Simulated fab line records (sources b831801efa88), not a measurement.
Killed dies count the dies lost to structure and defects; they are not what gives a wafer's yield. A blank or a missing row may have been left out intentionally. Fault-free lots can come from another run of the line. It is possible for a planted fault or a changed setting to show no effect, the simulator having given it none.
Which tool is to blame? | flow gf180mcu | 11 lots with 32 wafers sampled at 3 steps, on a route of 602 steps

## WHAT EACH GAUGE READ, for each wafer
GF_V1_THK_MEAS_03.
lot  | measured     | on            | V1_CVD_02_THK (nm)
L446 | day 17 18:39 | film_metro-02 | 842 858 849
L447 | day 18 00:15 | film_metro-04 | 849 833 858
L448 | day 18 11:45 | film_metro-03 | 836 844 849
L450 | day 19 01:31 | film_metro-03 | 842 834 854
L452 | day 19 21:43 | film_metro-02 | 844 854 849
L454 | day 20 14:37 | film_metro-02 | 849 871 868
L455 | day 21 02:06 | film_metro-02 | 838 843 850
L457 | day 21 14:38 | film_metro-03 | 850 850 858
L458 | day 22 05:26 | film_metro-03 | 849 860 860
L462 | day 23 08:11 | film_metro-03 | 946 860
L468 | day 25 12:29 | film_metro-04 | 847 860 853

## WHAT TOOL EACH LOT RAN ON (gives the tool, then ch and the chambers of the sampled wafers, and finally the start)
lot  | GF_SALICIDE_RTA_06               | GF_V1_CVD_02
L446 | rtp_anneal-01 ch 0, day 15 17:44 | pecvd-04 ch 0,1,2, day 17 18:34
L447 | rtp_anneal-01 ch 0, day 15 23:54 | pecvd-01 ch 0,1,2, day 18 00:10
L448 | rtp_anneal-01 ch 0, day 16 10:35 | pecvd-01 ch 0,1,2, day 18 11:41
L450 | rtp_anneal-01 ch 0, day 16 23:17 | pecvd-04 ch 0,1, day 19 01:26
L452 | rtp_anneal-01 ch 0, day 17 19:05 | pecvd-01 ch 1,2, day 19 21:38
L454 | rtp_anneal-01 ch 0, day 18 10:54 | pecvd-02 ch 0,1, day 20 14:32
L455 | rtp_anneal-02 ch 0, day 18 22:20 | pecvd-01 ch 0,1,2, day 21 02:02
L457 | rtp_anneal-02 ch 0, day 19 12:11 | pecvd-04 ch 0,1,2, day 21 14:34
L458 | rtp_anneal-01 ch 0, day 20 01:37 | pecvd-04 ch 0,2, day 22 05:21
L462 | rtp_anneal-02 ch 0, day 21 05:59 | pecvd-04 ch 1,2, day 23 08:07
L468 | rtp_anneal-01 ch 0, day 23 13:27 | pecvd-01 ch 0,1, day 25 12:24
- GF_SALICIDE_RTA_06: time 30 s.
- GF_V1_CVD_02: deposits SiO2 from TEOS, target thk 850 nm, time 94.851 s.

## THE ANSWER, worked out from the rows above alone
Rule: what is usual is taken from the lots themselves. The widest of any qualifying gaps counts: lots, ordered by their means at a reading, are off when they make up no more than a third of the lots, leave a main group of 4 or more, and stand apart from it by 3 or more times the standard deviation of that group's means. The tables above print the reading to a certain number of digits; a main group whose means all agree to those digits is not used. A lot without any number at a reading at which 4 lots or more have one is off too. The other lots that the step has rows for count as sound.
Off: at GF_V1_THK_MEAS_03 (V1_CVD_02_THK), L462. For the main group the mean is 850 nm and the standard deviation 6.
If a tool, at a process step before that reading, ran all the lots that are off and no sound lot after the first of them, it fits. Those tools and the gauges at GF_V1_THK_MEAS_03 are tried in the same way. Can't be told from this: 3 tools fit, rtp_anneal-02 at GF_SALICIDE_RTA_06, pecvd-04 at GF_V1_CVD_02, film_metro-03 at GF_V1_THK_MEAS_03.

## WHAT THE SIMULATOR HAD PUT IN
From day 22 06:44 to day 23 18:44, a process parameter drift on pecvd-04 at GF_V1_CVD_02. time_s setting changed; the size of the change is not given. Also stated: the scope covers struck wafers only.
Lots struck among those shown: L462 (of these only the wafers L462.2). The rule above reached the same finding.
